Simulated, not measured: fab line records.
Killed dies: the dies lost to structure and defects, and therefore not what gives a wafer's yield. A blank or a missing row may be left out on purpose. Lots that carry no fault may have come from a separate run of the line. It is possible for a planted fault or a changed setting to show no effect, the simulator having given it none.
Problem report, 8D (eight disciplines) form, completed by code + flow gf180mcu + the parts of the form that need people (team, actions taken, sign-off) are left out

== 1. THE ISSUE ==
heaterPowerTotalW at GF_TOP_METAL_SOFTBAKE_10 reads a mean of 58.91 W on 6 wafers of 2 lots; wafers without a fault read 56.59 W with a standard deviation of 0.048. Relative to the usual mean, that is a shift of +48 standard deviations.
The step: time 60 s.
The first sign was on wafer L602.4 at day 33 12:37, on lithoTrack-02. The record holds 36 wafers of 12 lots with a number at this step. The rule behind "out" and "out of limits": a value lying over 4 standard deviations away from the usual mean. All remaining wafers that have a number are taken as sound.

== 2. WHAT IT IS, WHAT IT ISN'T ==
| question                    | is                            | is not                                                                    |
|-----------------------------|-------------------------------|---------------------------------------------------------------------------|
| which readings at this step | heaterPowerTotalW, runLengthS | chillPlateTempC                                                           |
| which lots                  | L602, L603                    | L584, L585, L586, L587, L589, L590, L591, L592, L604, L606                |
| which wafers of those lots  | all that have a number        | -                                                                         |
| read on which tools         | lithoTrack-02                 | lithoTrack-01, lithoTrack-03                                              |
| when                        | from day 33 12:37             | up to then (24 sound wafers); but 6 sound wafers of L604, L606 came after |

== 3. SUSPECTS, AND WHAT RULES EACH OUT ==
Counting: any tool at a process step up to the reading is kept as a suspect provided that every lot that is out went through it and no sound lot did after the first of them.
- rieMetal-01 at GF_M5_METAL_ETCH_10 (etches the open film in Cl2/BCl3, stops on SiO2, target depth 627.5 nm, time 104.6 s): ruled out as a lasting fault. Following L602 (day 32 09:02), the first lot on it that is out, the sound lots L604 were run on it.
- lithoTrack-02 at GF_TOP_METAL_SOFTBAKE_10 (time 60 s): kept. It ran every lot that is out, first L602 (day 33 12:37), and no sound lot after that. Its own heaterPowerTotalW, runLengthS readings are out on those wafers.
The count leaves lithoTrack-02 at GF_TOP_METAL_SOFTBAKE_10.

== 4. THE CAUSE (what the simulator had put in) ==
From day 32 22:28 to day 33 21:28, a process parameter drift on lithoTrack-02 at GF_TOP_METAL_SOFTBAKE_10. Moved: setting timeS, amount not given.
Only this tool survived the counting.

== 5. THE CHAIN OF EFFECTS, in route order ==
Rows list readings where the struck wafers' mean (over those with a number) sits beyond 3 standard deviations from the usual. Readings are gone through only where the record gives a usual standard deviation; hours: the median, over the lots, of the time from a lot's start at the first step in this table giving one to that lot's start at this step; sigmas: the change measured in usual standard deviations.
| hours | step                     | reading           | usual   | on struck wafers | change | sigmas |
|-------|--------------------------|-------------------|---------|------------------|--------|--------|
| 0     | GF_TOP_METAL_SOFTBAKE_10 | heaterPowerTotalW | 56.59 W | 58.91            | +2.32  | +48    |
| 0     | GF_TOP_METAL_SOFTBAKE_10 | runLengthS        | 89.32 s | 82.79            | -6.53  | -38    |
Process steps it contains:
- GF_TOP_METAL_SOFTBAKE_10: time 60 s.

== 6. WHAT WOULD HAVE CAUGHT IT SOONER ==
In this record no reading fell out of limits until day 33 12:37, 14 hours after the fault had begun at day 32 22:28.
